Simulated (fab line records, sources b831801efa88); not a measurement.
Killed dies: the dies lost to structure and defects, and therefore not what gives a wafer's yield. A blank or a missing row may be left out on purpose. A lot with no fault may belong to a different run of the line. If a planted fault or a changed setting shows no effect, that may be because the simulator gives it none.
Which tool did it?    flow sky130    13 lots, 39 wafers sampled, at 4 steps of a route of 708

WHAT EACH GAUGE READ, for each wafer
SKY_CONTACT_CD_MEAS_14 targets a cd of 170 nm. Usual: cd nm reads 170.2 nm (standard deviation 1.8).
lot   measured      on         cd nm (nm)         flag
L439  day 31 14:52  cd sem-02  171.5 169.4 169.6  
L440  day 32 01:14  cd sem-01  169.1 168.7 167.3  
L441  day 32 04:39  cd sem-01  171.4 172.5 172.0  
L442  day 32 22:11  cd sem-02  169.1 170.0 170.2  
L443  day 32 22:59  cd sem-02  169.0 169.2 168.7  
L448  day 35 03:43  cd sem-02  171.7 172.4 171.7  
L450  day 35 22:42  cd sem-01  173.4 172.7 173.6  
L452  day 37 00:50  cd sem-01  170.3 170.2 169.5  
L453  day 37 06:52  cd sem-01  168.9 168.4 168.1  
L454  day 37 07:58  cd sem-01  167.7 169.3 168.2  
L458  day 37 21:26  cd sem-01  172.4 171.2 172.0  
L460  day 38 21:11  cd sem-01  171.1 170.5 170.6  
L461  day 39 12:08  cd sem-01  169.9 169.9 170.0  

SKY_METAL1_CD_MEAS_15 targets a cd of 140 nm. Usual: cd nm reads 140.1 nm (standard deviation 1.6).
lot   measured      on         cd nm (nm)         flag
L439  day 32 19:19  cd sem-01  138.8 138.0 139.6  
L440  day 33 06:05  cd sem-01  141.6 142.2 139.9  
L441  day 33 09:04  cd sem-01  142.3 140.2 139.9  
L442  day 34 02:17  cd sem-01  137.8 138.5 139.5  
L443  day 34 03:13  cd sem-02  140.6 140.1 140.7  
L448  day 36 08:10  cd sem-01  142.9 142.1 143.3  
L450  day 37 02:29  cd sem-01  139.2 139.9 140.0  
L452  day 38 04:10  cd sem-02  140.3 140.7 140.6  
L453  day 38 09:56  cd sem-01  137.9 139.4 138.8  
L454  day 38 11:29  cd sem-01  139.2 138.0 137.9  
L458  day 39 00:02  cd sem-02  142.7 142.9 143.2  
L460  day 40 00:20  cd sem-01  140.0 138.1 140.3  
L461  day 40 14:38  cd sem-01  139.8 138.6 138.0  

SKY_METAL2_CD_MEAS_15 targets a cd of 140 nm. Usual: cd nm reads 140.1 nm (standard deviation 1.6).
lot   measured      on         cd nm (nm)         flag
L439  day 35 02:35  cd sem-02  140.2 139.4 139.8  
L440  day 35 14:11  cd sem-02  139.2 140.9 141.3  
L441  day 35 17:18  cd sem-01  141.5 140.0 141.8  
L442  day 36 10:35  cd sem-02  139.4 140.1 139.1  
L443  day 36 10:55  cd sem-01  140.8 140.9 140.7  
L448  day 38 15:07  cd sem-01  138.5 139.3 140.5  
L450  day 39 07:49  cd sem-02  138.5 138.1 139.1  
L452  day 40 09:29  cd sem-02  137.9 136.2 137.5  
L453  day 40 16:04  cd sem-01  138.1 137.2 138.0  
L454  day 40 16:23  cd sem-02  141.4 139.7 140.8  
L458  day 41 03:41  cd sem-02  141.0 139.2 140.3  
L460  day 42 03:20  cd sem-02  138.0 138.3 138.1  
L461  day 42 15:35  cd sem-01  139.4 139.4 138.5  

WHAT TOOL EACH LOT RAN ON (gives the tool, then ch and the chambers of the sampled wafers, and finally the start)
lot   SKY_METAL1_DEVELOP_14
L439  litho track-01 ch 0, day 32 19:00
L440  litho track-04 ch 0, day 33 05:00
L441  litho track-04 ch 0, day 33 08:00
L442  litho track-03 ch 0, day 34 02:00
L443  litho track-03 ch 0, day 34 03:00
L448  litho track-03 ch 0, day 36 08:00
L450  litho track-01 ch 0, day 37 02:00
L452  litho track-01 ch 0, day 38 04:00
L453  litho track-04 ch 0, day 38 09:00
L454  litho track-03 ch 0, day 38 11:00
L458  litho track-03 ch 0, day 38 23:00
L460  litho track-03 ch 0, day 40 00:00
L461  litho track-03 ch 0, day 40 14:00
- SKY_METAL1_DEVELOP_14: develop time 60 s.

AS READ BY THE TOOLS THEMSELVES (means over the sampled wafers that have a number; for cases with no such wafer, the mark the record gives instead)
SKY_METAL1_DEVELOP_14. Usual: developer temp C 20.99 C, standard deviation 0.1; resist line temp C 23.01 C, standard deviation 0.1.
lot   tool            developer temp C (C)  resist line temp C (C)  flag
L439  litho track-01  21.04                 22.95                   
L440  litho track-04  21.03                 23.07                   
L441  litho track-04  20.95                 22.85                   
L442  litho track-03  20.88                 23.20                   
L443  litho track-03  21.05                 23.04                   
L448  litho track-03  21.03                 23.19                   
L450  litho track-01  21.59                 23.03                   OFF
L452  litho track-01  21.66                 23.00                   OFF
L453  litho track-04  21.05                 23.05                   
L454  litho track-03  21.07                 22.95                   
L458  litho track-03  21.01                 22.95                   
L460  litho track-03  21.01                 23.03                   
L461  litho track-03  21.02                 23.13                   

THE ANSWER, worked out from the rows above alone
Rule: a lot is off if the mean of its wafers that have a number lies more than 3 standard deviations from the usual mean. A lot without any number at a reading at which 4 lots or more have one is off too. All remaining lots with rows at the step are treated as sound. First the gauges in route order, then the tools' own readings, where a lot's mean is used as printed above. At the first step where some lot is off, the reading lying furthest off is the one used; lots without a number count as furthest.
Off: L450, L452, at SKY_METAL1_DEVELOP_14 (developer temp C).
A tool fits if, at that step or a process step before it, it ran every lot that is off, and no sound lot after the first of them. One candidate fits, namely litho track-01 at SKY_METAL1_DEVELOP_14. A fault onset in the window from L439 (day 32 19:00, its last sound lot) to L450 (day 37 02:00, its first lot off) fits.
The tool's own readings at SKY_METAL1_DEVELOP_14 bear it out: on the lots that are off they differ by more than 5 times the standard deviation of the sound lots' means. developer temp C reads 21.62 C there against 21.01 C on the sound lots.

WHAT HAD BEEN PUT IN BY THE SIMULATOR
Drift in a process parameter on litho track-01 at SKY_METAL1_DEVELOP_14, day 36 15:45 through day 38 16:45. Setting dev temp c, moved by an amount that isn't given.
Lots struck among those shown: L450, L452. The same result came from the rule above.
